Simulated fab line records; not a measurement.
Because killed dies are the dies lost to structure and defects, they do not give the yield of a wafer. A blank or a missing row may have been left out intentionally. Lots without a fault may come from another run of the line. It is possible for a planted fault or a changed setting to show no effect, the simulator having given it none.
fab line records	flow sky130
record lots=5	wafers=23
route steps=708 shown VT_ADJUST_NCORE@123 VT_ADJUST_HVTR@133 SONOS_ONO@172 GATE_OXIDE@198 POLY_GATE@213 RES_PROTECT@214
startH: start of the lot's first displayed wafer, in hours after the record's first day	waitH: hours from the lot's prior step to this one	" as in the row above	L1.1+2: a single row standing in for several wafers	- no value, or no start was given	* or withheld: withheld	< > ~ a bound
route shown NAME@n: a module of which the file shows steps, and the number in the route of the first	usual: mean/standard deviation of fault-free wafers	same: alike in all rows	chamber/n: place in a boat	sites: readings site by site	_std_site: the standard deviation of these	_edge_site: mean of outer sites minus mean of inner sites	radiusMm: for every site, how far away it sits from the centre of the wafer	mask NAME#n: copy n	behind: the last tool/chamber to shape the wafer	hold: cause of the lot's hold/its duration in hours/its outcome	device: the transistor (n, p or np) that didn't switch	end of line: the route-end tests of the same wafers	for a step that has no rows: nothing shown but its recipe	killed: the dies lost at the first sort to structure and to defects; this is not the yield of the wafer	map: dies across one wafer; x = killed, . = not, _ = none there
set.NAME: the setting that was run; set.NAME@STEP: the one run at that earlier step	model.NAME: the simulator's own value behind a step, which no gauge read
one table per step and one row per wafer, for lots whose settings were changed on purpose
## steps
# step SKY_VT_ADJUST_NCORE_EXPOSE_04
# recipe maskId=LVTN_COMPLEMENT_THIN	na=0.6	sourceShape=conventional	sigmaOuter=0.6	polarization=unpolarized	targetCdNm=380	doseMj=139
lot.wafer	tool	chamber	startH	waitH	mask	set.doseMj
L074.1+4+5	ilineStepper-02	0	-	-	LVTN_COMPLEMENT_THIN#0	139
L077.1+3+6	ilineStepper-01	0	-	-	LVTN_COMPLEMENT_THIN#0	139
L077.2+4	"	0	"	"	LVTN_COMPLEMENT_THIN#0	131.3
L078.1+2+3	ilineStepper-02	0	-	-	LVTN_COMPLEMENT_THIN#0	139
L078.4+5	"	0	"	"	LVTN_COMPLEMENT_THIN#0	148.1
L082.1+3+5	ilineStepper-01	0	-	-	LVTN_COMPLEMENT_THIN#0	139
L082.2+4	"	0	"	"	LVTN_COMPLEMENT_THIN#0	134.3
L083.1+2	ilineStepper-01	0	-	-	LVTN_COMPLEMENT_THIN#0	144.9
L083.4+5+6	"	0	"	"	LVTN_COMPLEMENT_THIN#0	139
# step SKY_VT_ADJUST_NCORE_PEB_05
# recipe tempC=withheld	timeS=*	resist=NOVOLAK
# step SKY_VT_ADJUST_NCORE_DEVELOP_06
# recipe resist=NOVOLAK	developer=TMAH	developTimeS=60	devTempC=23
# step SKY_VT_ADJUST_NCORE_CD_MEAS_07
# recipe targetCdNm=380
# usual cdNm=380/3.3
lot.wafer	tool	chamber	startH	waitH	set.doseMj@VT_ADJUST_NCORE_EXPOSE_04	cdNm
L074.1	cdSem-01	-	177.96	0.1	139	384
L074.4	"	-	"	"	139	383
L074.5	"	-	"	"	139	381
L077.1	cdSem-02	-	203.41	0.1	139	380
L077.2	"	-	"	"	131.3	363
L077.3	"	-	"	"	139	378
L077.4	"	-	"	"	131.3	361
L077.6	"	-	"	"	139	375
L078.1	cdSem-02	-	204.73	0.1	139	381
L078.2	"	-	"	"	139	381
L078.3	"	-	"	"	139	379
L078.4	"	-	"	"	148.1	397
L078.5	"	-	"	"	148.1	398
L082.1	cdSem-01	-	243.61	0.1	139	377
L082.2	"	-	"	"	134.3	368
L082.3	"	-	"	"	139	379
L082.4	"	-	"	"	134.3	369
L082.5	"	-	"	"	139	377
L083.1	cdSem-02	-	243.74	0.1	144.9	392
L083.2	"	-	"	"	144.9	393
L083.4	"	-	"	"	139	380
L083.5	"	-	"	"	139	379
L083.6	"	-	"	"	139	381
# step SKY_VT_ADJUST_HVTR_COAT_02
# recipe resist=NOVOLAK	spinRpm=3000	resistThkNm=1140
lot.wafer	tool	chamber	startH	waitH	set.spinRpm	model.NOVOLAK_of_VT_ADJUST_HVTR_COAT_02.thkNm
L074.1	lithoTrack-04	0	188.38	0.1	3000	1142
L074.4	"	0	"	"	3000	1141
L074.5	"	0	"	"	3000	1140
L077.1	lithoTrack-02	0	214.36	0.1	3000	1146
L077.2	"	0	"	"	3079	1132
L077.3	"	0	"	"	3000	1144
L077.4	"	0	"	"	3079	1133
L077.6	"	0	"	"	3079	1134
L078.1	lithoTrack-02	0	215.61	0.1	3000	1142
L078.2	"	0	"	"	3000	1140
L078.3	"	0	"	"	2783	1184
L078.4	"	0	"	"	3000	1139
L078.5	"	0	"	"	2783	1182
L082.1+5	lithoTrack-01	0	255.18	0.1	3000	1144
L082.2+4	"	0	"	"	2858	1170
L082.3	"	0	"	"	2858	1167
L083.1	lithoTrack-04	0	255.78	0.1	3000	1143
L083.2	"	0	"	"	2912	1159
L083.4	"	0	"	"	2912	1160
L083.5	"	0	"	"	3000	1138
L083.6	"	0	"	"	3000	1145
# step SKY_VT_ADJUST_HVTR_IMPLANT_09
# recipe species=B	energyKev=10	doseCm2=2.1e+12	tiltDeg=withheld
lot.wafer	tool	chamber	startH	waitH	set.doseCm2
L074.1+4+5	implanter-01	0	199.38	0.0	2.1e+12
L077.1+3+4	implanter-01	0	225.57	0.0	2.05e+12
L077.2+6	"	0	"	"	2.1e+12
L078.1+3	implanter-04	0	226.87	0.0	2.1e+12
L078.2+4+5	"	0	"	"	2.246e+12
L082.1+4+5	implanter-01	0	266.19	0.0	2.1e+12
L082.2+3	"	0	"	"	1.96e+12
L083.1+2+4+5+6	implanter-04	0	266.49	0.0	2.1e+12
# step SKY_VT_ADJUST_HVTR_STRIP_10
# recipe chemistry=O2/N2	powerW=1400	pressureMtorr=1500	platenTempC=withheld	o2FlowSccm=3000	n2FlowSccm=300	overashFraction=0.5
# usual stripTimeToEndpointS=14.23/0.04
lot.wafer	tool	chamber	startH	waitH	set.spinRpm@VT_ADJUST_HVTR_COAT_02	stripTimeToEndpointS
L074.1	plasmaAsher-01	1	199.53	0.1	3000	14.24
L074.4	"	1	"	"	3000	14.23
L074.5	"	1	"	"	3000	14.21
L077.1	plasmaAsher-03	1	225.72	0.1	3000	14.27
L077.2	"	0	"	"	3079	14.11
L077.3	"	0	"	"	3000	14.27
L077.4	"	1	"	"	3079	14.12
L077.6	"	1	"	"	3079	14.15
L078.1	plasmaAsher-02	0	227.02	0.1	3000	14.22
L078.2	"	1	"	"	3000	14.22
L078.3	"	0	"	"	2783	14.70
L078.4	"	1	"	"	3000	14.21
L078.5	"	1	"	"	2783	14.67
L082.1	plasmaAsher-03	0	266.34	0.1	3000	14.26
L082.2	"	1	"	"	2858	14.53
L082.3	"	0	"	"	2858	14.48
L082.4	"	1	"	"	2858	14.54
L082.5	"	1	"	"	3000	14.23
L083.1	plasmaAsher-01	0	266.64	0.1	3000	14.25
L083.2	"	1	"	"	2912	14.40
L083.4	"	0	"	"	2912	14.41
L083.5	"	1	"	"	3000	14.18
L083.6	"	0	"	"	3000	14.26
# step SKY_VT_ADJUST_HVTR_TW_MEAS_11
# usual VT_ADJUST_HVTR_TW=211.3/1.1
lot.wafer	tool	chamber	startH	waitH	set.doseCm2@VT_ADJUST_HVTR_IMPLANT_09	VT_ADJUST_HVTR_TW
L074.1	filmMetro-04	-	199.63	0.1	2.1e+12	209.0
L074.4	"	-	"	"	2.1e+12	210.3
L074.5	"	-	"	"	2.1e+12	208.7
L077.1	filmMetro-01	-	225.82	0.1	2.05e+12	210.3
L077.2	"	-	"	"	2.1e+12	210.4
L077.3	"	-	"	"	2.05e+12	209.5
L077.4	"	-	"	"	2.05e+12	212.5
L077.6	"	-	"	"	2.1e+12	212.1
L078.1	filmMetro-01	-	227.12	0.1	2.1e+12	212.1
L078.2	"	-	"	"	2.246e+12	215.5
L078.3	"	-	"	"	2.1e+12	210.5
L078.4	"	-	"	"	2.246e+12	216.8
L078.5	"	-	"	"	2.246e+12	215.4
L082.1	filmMetro-02	-	266.46	0.1	2.1e+12	210.8
L082.2	"	-	"	"	1.96e+12	206.6
L082.3	"	-	"	"	1.96e+12	206.3
L082.4	"	-	"	"	2.1e+12	211.1
L082.5	"	-	"	"	2.1e+12	210.5
L083.1	filmMetro-04	-	266.74	0.1	2.1e+12	212.0
L083.2	"	-	"	"	2.1e+12	211.7
L083.4	"	-	"	"	2.1e+12	212.0
L083.5	"	-	"	"	2.1e+12	212.0
L083.6	"	-	"	"	2.1e+12	211.0
# step SKY_SONOS_ONO_CVD_04
# recipe material=SiO2	precursor=SiH4/N2O	targetThkNm=5.7199	tempC=900	pressureMtorr=400
lot.wafer	tool	chamber	startH	waitH	set.pressureMtorr	model.SiO2_of_SONOS_ONO_CVD_04.thkNm
L074.1	lpcvd-03	0	288.37	0.1	400	5.856
L074.4	"	0	"	"	400	5.776
L074.5	"	0	"	"	400	5.823
L077.1	-	-	-	1.2	422	5.981
L077.2	"	-	"	"	422	5.974
L077.3	"	-	"	"	422	5.986
L077.4	"	-	"	"	422	5.905
L077.6	"	-	"	"	422	5.91
L078.1	-	-	-	1.2	359.5	5.487
L078.2	"	-	"	"	359.5	5.466
L078.3	"	-	"	"	359.5	5.607
L078.4	"	-	"	"	359.5	5.561
L078.5	"	-	"	"	359.5	5.526
L082.1	-	-	-	0.1	379.6	5.676
L082.2	"	-	"	"	379.6	5.558
L082.3	"	-	"	"	379.6	5.67
L082.4	"	-	"	"	379.6	5.607
L082.5	"	-	"	"	379.6	5.608
L083.1	-	-	-	1.3	447.6	6.02
L083.2	"	-	"	"	447.6	5.946
L083.4	"	-	"	"	447.6	6.015
L083.5	"	-	"	"	447.6	6.055
L083.6	"	-	"	"	447.6	6.03
# step SKY_SONOS_ONO_THK_MEAS_05
# recipe reads=SiO2_of_SONOS_ONO_CVD_04
# usual SONOS_ONO_CVD_04_THK=5.80/0.098
lot.wafer	tool	chamber	startH	waitH	set.pressureMtorr@SONOS_ONO_CVD_04	SONOS_ONO_CVD_04_THK[nm]
L074.1	filmMetro-01	-	289.62	0.0	400	5.81
L074.4	"	-	"	"	400	5.76
L074.5	"	-	"	"	400	5.87
L077.1	filmMetro-03	-	-	-	422	5.96
L077.2	"	-	"	"	422	5.97
L077.3	"	-	"	"	422	5.96
L077.4	"	-	"	"	422	5.87
L077.6	"	-	"	"	422	5.93
L078.1	filmMetro-01	-	-	-	359.5	5.49
L078.2	"	-	"	"	359.5	5.47
L078.3	"	-	"	"	359.5	5.62
L078.4	"	-	"	"	359.5	5.54
L078.5	"	-	"	"	359.5	5.51
L082.1	filmMetro-01	-	-	-	379.6	5.69
L082.2	"	-	"	"	379.6	5.56
L082.3	"	-	"	"	379.6	5.73
L082.4	"	-	"	"	379.6	5.63
L082.5	"	-	"	"	379.6	5.62
L083.1	filmMetro-01	-	-	-	447.6	6.04
L083.2	"	-	"	"	447.6	6.01
L083.4	"	-	"	"	447.6	6.04
L083.5	"	-	"	"	447.6	6.02
L083.6	"	-	"	"	447.6	6.01
# step SKY_SONOS_ONO_EXPOSE_10
# recipe maskId=ONOM	targetCdNm=410	na=0.6	sourceShape=conventional	sigmaOuter=0.6	doseMj=150
lot.wafer	tool	chamber	startH	waitH	mask	set.doseMj
L074.1+4+5	ilineStepper-02	0	-	-	ONOM#0	150
L078.1+2+3+4+5	ilineStepper-02	0	-	-	ONOM#0	150
L077.1+2+6	ilineStepper-01	0	-	-	ONOM#0	150
L077.3+4	"	0	"	"	ONOM#0	142.1
L082.1+3+5	ilineStepper-01	0	-	-	ONOM#0	139.8
L082.2+4	"	0	"	"	ONOM#0	150
L083.1+5	ilineStepper-02	0	-	-	ONOM#0	150
L083.2+4+6	"	0	"	"	ONOM#0	154.2
# step SKY_SONOS_ONO_PEB_11
# recipe tempC=withheld	timeS=*	resist=NOVOLAK
# step SKY_SONOS_ONO_DEVELOP_12
# recipe developTimeS=60	devTempC=23
# step SKY_SONOS_ONO_CD_MEAS_13
# recipe targetCdNm=410
# usual cdNm=409.9/2.4
lot.wafer	tool	chamber	startH	waitH	set.doseMj@SONOS_ONO_EXPOSE_10	cdNm
L074.1	cdSem-01	-	315.96	0.1	150	412.7
L074.4	"	-	"	"	150	412.9
L074.5	"	-	"	"	150	411.9
L078.1	cdSem-02	-	317.44	0.1	150	412.3
L078.2	"	-	"	"	150	410.5
L078.3	"	-	"	"	150	411.0
L078.4	"	-	"	"	150	410.0
L078.5	"	-	"	"	150	412.9
L077.1	cdSem-01	-	317.46	0.1	150	408.7
L077.2	"	-	"	"	150	408.7
L077.3	"	-	"	"	142.1	424.5
L077.4	"	-	"	"	142.1	423.8
L077.6	"	-	"	"	150	406.1
L082.1	cdSem-01	-	343.01	0.1	139.8	429.0
L082.2	"	-	"	"	150	411.4
L082.3	"	-	"	"	139.8	429.8
L082.4	"	-	"	"	150	409.9
L082.5	"	-	"	"	139.8	429.5
L083.1	cdSem-01	-	344.23	0.1	150	408.9
L083.2	"	-	"	"	154.2	399.7
L083.4	"	-	"	"	154.2	399.4
L083.5	"	-	"	"	150	407.8
L083.6	"	-	"	"	154.2	402.7
# step SKY_SONOS_ONO_ETCH_15
# recipe targetDepthNm=19.52	chemistry=CHF3/O2	sourceW=600	biasW=200	pressureMtorr=40	chf3FlowSccm=50	O2_flow_sccm=5	timeS=7.8
lot.wafer	tool	chamber	startH	waitH	set.doseMj@SONOS_ONO_EXPOSE_10	model.SONOS_ONO.cdNm
L074.1	rieDiel-03	1	316.12	0.0	150	412.7
L074.4	"	3	"	"	150	413.1
L074.5	"	3	"	"	150	412.1
L078.1	rieDiel-03	2	317.59	0.0	150	411.7
L078.2	"	0	"	"	150	410.8
L078.3	"	3	"	"	150	411.3
L078.4	"	1	"	"	150	409.4
L078.5	"	0	"	"	150	413.2
L077.1	rieDiel-04	2	317.62	0.0	150	409.1
L077.2	"	0	"	"	150	408.6
L077.3	"	3	"	"	142.1	424.5
L077.4	"	2	"	"	142.1	424.3
L077.6	"	0	"	"	150	406.2
L082.1	rieDiel-03	0	343.17	0.0	139.8	429.6
L082.2	"	3	"	"	150	411.8
L082.3	"	1	"	"	139.8	429.8
L082.4	"	2	"	"	150	410
L082.5	"	3	"	"	139.8	430.2
L083.1	rieDiel-01	2	344.38	0.0	150	409.1
L083.2	"	3	"	"	154.2	399.7
L083.4	"	0	"	"	154.2	399.8
L083.5	"	1	"	"	150	407.9
L083.6	"	2	"	"	154.2	402.4
# step SKY_SONOS_ONO_WET_ETCH_18
# recipe chemistry=H3PO4	targetDepthNm=15	target=Si3N4	tempC=160	timeS=172
lot.wafer	tool	chamber	startH	waitH	set.timeS	set.pressureMtorr@SONOS_ONO_CVD_04	model.SiO2_of_SONOS_ONO_CVD_04.thkNm
L074.1	wetBench-02	2	316.33	0.1	172	400	5.703
L074.4	"	2	"	"	172	400	5.623
L074.5	"	2	"	"	172	400	5.67
L078.1	-	-	-	0.1	178.9	359.5	5.325
L078.2	"	-	"	"	178.9	359.5	5.304
L078.3	"	-	"	"	178.9	359.5	5.446
L078.4	"	-	"	"	178.9	359.5	5.4
L078.5	"	-	"	"	178.9	359.5	5.364
L077.1	-	-	-	0.1	172	422	5.821
L077.2	"	-	"	"	172	422	5.813
L077.3	"	-	"	"	172	422	5.826
L077.4	"	-	"	"	172	422	5.745
L077.6	"	-	"	"	172	422	5.749
L082.1	-	-	-	0.1	153.6	379.6	5.536
L082.2	"	-	"	"	153.6	379.6	5.418
L082.3	"	-	"	"	153.6	379.6	5.53
L082.4+5	"	-	"	"	153.6	379.6	5.467
L083.1	-	-	-	0.1	181.2	447.6	5.857
L083.2	"	-	"	"	181.2	447.6	5.784
L083.4	"	-	"	"	181.2	447.6	5.853
L083.5	"	-	"	"	181.2	447.6	5.893
L083.6	"	-	"	"	181.2	447.6	5.867
# step SKY_GATE_OXIDE_IMPLANT_11
# recipe species=B	energyKev=10	doseCm2=2.6e+12	tiltDeg=withheld
lot.wafer	tool	chamber	startH	waitH	set.energyKev	model.implant.rpNm	model.implant.drpNm
L074.1+4+5	implanter-04	0	344.56	0.0	10	33.71	17.11
L078.1+2+5	implanter-04	0	344.75	0.0	10	32.36	17.11
L078.3+4	"	0	"	"	10.47	33.86	17.67
L077.1+3+6	implanter-02	0	344.91	0.0	10.22	34.07	17.37
L077.2+4	"	0	"	"	10	33.35	17.11
L082.1+2+3+4+5	implanter-03	0	371.46	0.0	10	33.41	17.11
L083.1+2+5	implanter-04	0	373.16	0.0	9.433	31.27	16.43
L083.4+6	"	0	"	"	10	32.8	17.11
# step SKY_GATE_OXIDE_OXIDATION_16
# recipe tempC=800	ambient=O2	idleTempC=700	rampUpCPerMin=10	rampDownCPerMin=3	stabiliseS=600	purgeS=300	targetThkA=35.7	oxTimeS=1915
lot.wafer	tool	chamber	startH	waitH	set.tempC	model.SiO2_of_GATE_OXIDE_OXIDATION_01.thkNm
L074.1	furnace-01	0	346.63	1.6	800	11.68
L074.4	"	0	"	"	800	11.69
L074.5	"	0	"	"	800	11.59
L077.1	-	-	-	1.2	815.3	12.19
L077.2	"	-	"	"	815.3	12.11
L077.3	"	-	"	"	815.3	12.09
L077.4	"	-	"	"	815.3	11.97
L077.6	"	-	"	"	815.3	12.15
L078.1	-	-	-	1.4	800	11.42
L078.2	"	-	"	"	800	11.59
L078.3	"	-	"	"	800	11.6
L078.4	"	-	"	"	800	11.44
L078.5	"	-	"	"	800	11.64
L082.1	-	-	-	0.0	818.8	12.48
L082.2	"	-	"	"	818.8	12.41
L082.3	"	-	"	"	818.8	12.46
L082.4	"	-	"	"	818.8	12.5
L082.5	"	-	"	"	818.8	12.51
L083.1	-	-	-	1.0	815.7	12.39
L083.2+4+6	"	-	"	"	815.7	12.23
L083.5	"	-	"	"	815.7	12.09
# step SKY_POLY_GATE_IMPLANT_02
# recipe species=P	energyKev=30	doseCm2=7.7e+15	tiltDeg=0
lot.wafer	tool	chamber	startH	waitH	set.energyKev	model.implant.rpNm	model.implant.drpNm
L074.1+4+5	implanter-04	0	375.59	0.1	30	37.2	16.6
L077.1+3	implanter-03	0	375.89	0.1	30	36.25	16.6
L077.2+4+6	"	0	"	"	31.08	37.48	17.1
L078.1+2+3+4+5	implanter-04	0	376.19	0.1	30	36.51	16.6
L082.1+2+5	implanter-01	0	403.89	0.1	30	36.61	16.6
L082.3+4	"	0	"	"	31.32	38.14	17.21
L083.1+4+5	implanter-03	0	405.48	0.1	28.56	35.97	16.11
L083.2+6	"	0	"	"	30	37.19	16.6
# step SKY_RES_PROTECT_STRIP_07
# recipe chemistry=O2/N2	powerW=1400	pressureMtorr=1500	platenTempC=withheld	o2FlowSccm=3000	n2FlowSccm=300	overashFraction=0.5
# usual stripTimeToEndpointS=23.28/0.032
lot.wafer	tool	chamber	startH	waitH	set.energyKev@POLY_GATE_IMPLANT_02	stripTimeToEndpointS
L074.1	plasmaAsher-02	1	375.74	0.1	30	23.26
L074.4	"	0	"	"	30	23.25
L074.5	"	1	"	"	30	23.30
L077.1	plasmaAsher-01	1	376.04	0.1	30	23.30
L077.2	"	0	"	"	31.08	23.61
L077.3	"	1	"	"	30	23.36
L077.4	"	0	"	"	31.08	23.64
L077.6	"	1	"	"	31.08	23.65
L078.1	plasmaAsher-02	1	376.34	0.1	30	23.27
L078.2	"	0	"	"	30	23.26
L078.3	"	0	"	"	30	23.27
L078.4	"	1	"	"	30	23.25
L078.5	"	1	"	"	30	23.29
L082.1	plasmaAsher-01	1	404.04	0.1	30	23.27
L082.2	"	0	"	"	30	23.23
L082.3	"	0	"	"	31.32	23.61
L082.4	"	1	"	"	31.32	23.65
L082.5	"	1	"	"	30	23.27
L083.1	plasmaAsher-01	0	405.63	0.1	28.56	22.83
L083.2	"	1	"	"	30	23.24
L083.4	"	1	"	"	28.56	22.80
L083.5	"	0	"	"	28.56	22.84
L083.6	"	1	"	"	30	23.30
# step SKY_POLY_GATE_COAT_07
# recipe resist=BARC	tempC=withheld	timeS=withheld	spinRpm=3000	resistThkNm=110
lot.wafer	tool	chamber	startH	waitH	set.spinRpm	model.BARC_of_POLY_GATE_COAT_07.thkNm
L077.1	lithoTrack-02	0	392.16	0.1	3186	107.5
L077.2	"	0	"	"	3186	107.4
L077.3+6	"	0	"	"	3000	110.6
L077.4	"	0	"	"	3000	110.8
L074.1	lithoTrack-03	0	392.39	0.1	3000	109.8
L074.4	"	0	"	"	3000	110.1
L074.5	"	0	"	"	3000	110
L078.1+4	lithoTrack-01	0	392.73	0.1	3174	106.7
L078.2	"	0	"	"	3000	109.9
L078.3	"	0	"	"	3174	106.8
L078.5	"	0	"	"	3000	110.2
L082.1+5	lithoTrack-03	0	419.79	0.1	3000	110.1
L082.2+3+4	"	0	"	"	3000	109.9
L083.1	lithoTrack-01	0	423.18	0.1	3000	110.2
L083.2	"	0	"	"	3213	106.6
L083.4	"	0	"	"	3213	106.7
L083.5	"	0	"	"	3213	106.9
L083.6	"	0	"	"	3000	110.3
# step SKY_POLY_GATE_DEVELOP_12
# recipe developTimeS=60	resist=KrF-thick	devTempC=21
lot.wafer	tool	chamber	startH	waitH	set.developTimeS
L077.1+2+4	lithoTrack-03	0	-	-	60
L077.3+6	"	0	"	"	56.74
L074.1+4+5	lithoTrack-01	0	-	-	60
L078.1+5	lithoTrack-01	0	-	-	60
L078.2+3+4	"	0	"	"	62.36
L082.1+2+3+4+5	lithoTrack-03	0	-	-	60
L083.1+2+4+5+6	lithoTrack-02	0	-	-	60
# step SKY_POLY_GATE_ETCH_15
# recipe chemistry=N2/H2	target=BARC	ionEnergyEv=200	sourceW=500	biasW=100	pressureMtorr=30	n2FlowSccm=100	h2FlowSccm=200	stopOn=SiO2	timeS=118.5	targetDepthA=1100
lot.wafer	tool	chamber	startH	waitH	set.spinRpm@POLY_GATE_COAT_07	model.etch.depthNm
L077.1+2	rieDiel-02	0,3	407.09	0.0	3186	-
L077.3+6	"	2,3	"	"	3000	-
L077.4	"	1	"	"	3000	110.8
L074.1	rieDiel-04	0	407.28	0.0	3000	109.8
L074.4	"	1	"	"	3000	110.1
L074.5	"	3	"	"	3000	110
L078.1+4	rieDiel-03	0	407.63	0.0	3174	106.7
L078.2	"	1	"	"	3000	109.9
L078.3	"	2	"	"	3174	106.8
L078.5	"	2	"	"	3000	110.2
L082.1	rieDiel-04	3	435.24	0.0	3000	110.1
L082.2+3+4+5	"	1,2,0,0	"	"	3000	-
L083.1	rieDiel-03	0	438.97	0.0	3000	-
L083.2+4	"	1,3	"	"	3213	-
L083.5	"	1	"	"	3213	106.9
L083.6	"	0	"	"	3000	110.3
## key
split step=SKY_VT_ADJUST_NCORE_EXPOSE_04	setting=doseMj	stated=139	by=wafer
response step=SKY_VT_ADJUST_NCORE_CD_MEAS_07	reading=cdNm	change=+2.74	per=1%	r=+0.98
split step=SKY_VT_ADJUST_HVTR_COAT_02	setting=spinRpm	stated=3000	by=wafer
response step=SKY_VT_ADJUST_HVTR_COAT_02	reading=model.NOVOLAK_of_VT_ADJUST_HVTR_COAT_02.thkNm	change=-5.65	per=1%	r=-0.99
response step=SKY_VT_ADJUST_HVTR_STRIP_10	reading=stripTimeToEndpointS	change=*	per=1%	r=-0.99
split step=SKY_VT_ADJUST_HVTR_IMPLANT_09	setting=doseCm2	stated=2.1e+12	by=wafer
response step=SKY_VT_ADJUST_HVTR_TW_MEAS_11	reading=VT_ADJUST_HVTR_TW	change=+0.631	per=1%	r=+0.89
split step=SKY_SONOS_ONO_CVD_04	setting=pressureMtorr	stated=400	by=lot
response step=SKY_SONOS_ONO_CVD_04	reading=model.SiO2_of_SONOS_ONO_CVD_04.thkNm	change=+0.0235	per=1%	r=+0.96
response step=SKY_SONOS_ONO_THK_MEAS_05	reading=SONOS_ONO_CVD_04_THK	change=+0.0234	per=1%	r=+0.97
response step=SKY_SONOS_ONO_WET_ETCH_18	reading=model.SiO2_of_SONOS_ONO_CVD_04.thkNm	change=+0.0231	per=1%	r=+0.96
split step=SKY_SONOS_ONO_EXPOSE_10	setting=doseMj	stated=150	by=wafer
response step=SKY_SONOS_ONO_CD_MEAS_13	reading=cdNm	change=-2.88	per=1%	r=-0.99
response step=SKY_SONOS_ONO_ETCH_15	reading=model.SONOS_ONO.cdNm	change=-2.9	per=1%	r=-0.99
split step=SKY_SONOS_ONO_WET_ETCH_18	setting=timeS	stated=172	by=lot
response none clear
split step=SKY_GATE_OXIDE_IMPLANT_11	setting=energyKev	stated=10	by=wafer
response step=SKY_GATE_OXIDE_IMPLANT_11	reading=model.implant.rpNm	change=+0.293	per=1%	r=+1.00
response step=SKY_GATE_OXIDE_IMPLANT_11	reading=model.implant.drpNm	change=+0.12	per=1%	r=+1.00
split step=SKY_GATE_OXIDE_OXIDATION_16	setting=tempC	stated=800	by=lot
response step=SKY_GATE_OXIDE_OXIDATION_16	reading=model.SiO2_of_GATE_OXIDE_OXIDATION_01.thkNm	change=+0.342	per=1%	r=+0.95
split step=SKY_POLY_GATE_IMPLANT_02	setting=energyKev	stated=30	by=wafer
response step=SKY_POLY_GATE_IMPLANT_02	reading=model.implant.rpNm	change=+0.307	per=1%	r=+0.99
response step=SKY_POLY_GATE_IMPLANT_02	reading=model.implant.drpNm	change=+0.123	per=1%	r=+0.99
response step=SKY_RES_PROTECT_STRIP_07	reading=stripTimeToEndpointS	change=*	per=1%	r=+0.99
split step=SKY_POLY_GATE_COAT_07	setting=spinRpm	stated=3000	by=wafer
response step=SKY_POLY_GATE_COAT_07	reading=model.BARC_of_POLY_GATE_COAT_07.thkNm	change=-0.522	per=1%	r=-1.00
response step=SKY_POLY_GATE_ETCH_15	reading=model.etch.depthNm	change=-0.538	per=1%	r=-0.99
split step=SKY_POLY_GATE_DEVELOP_12	setting=developTimeS	stated=60	by=wafer
response none clear
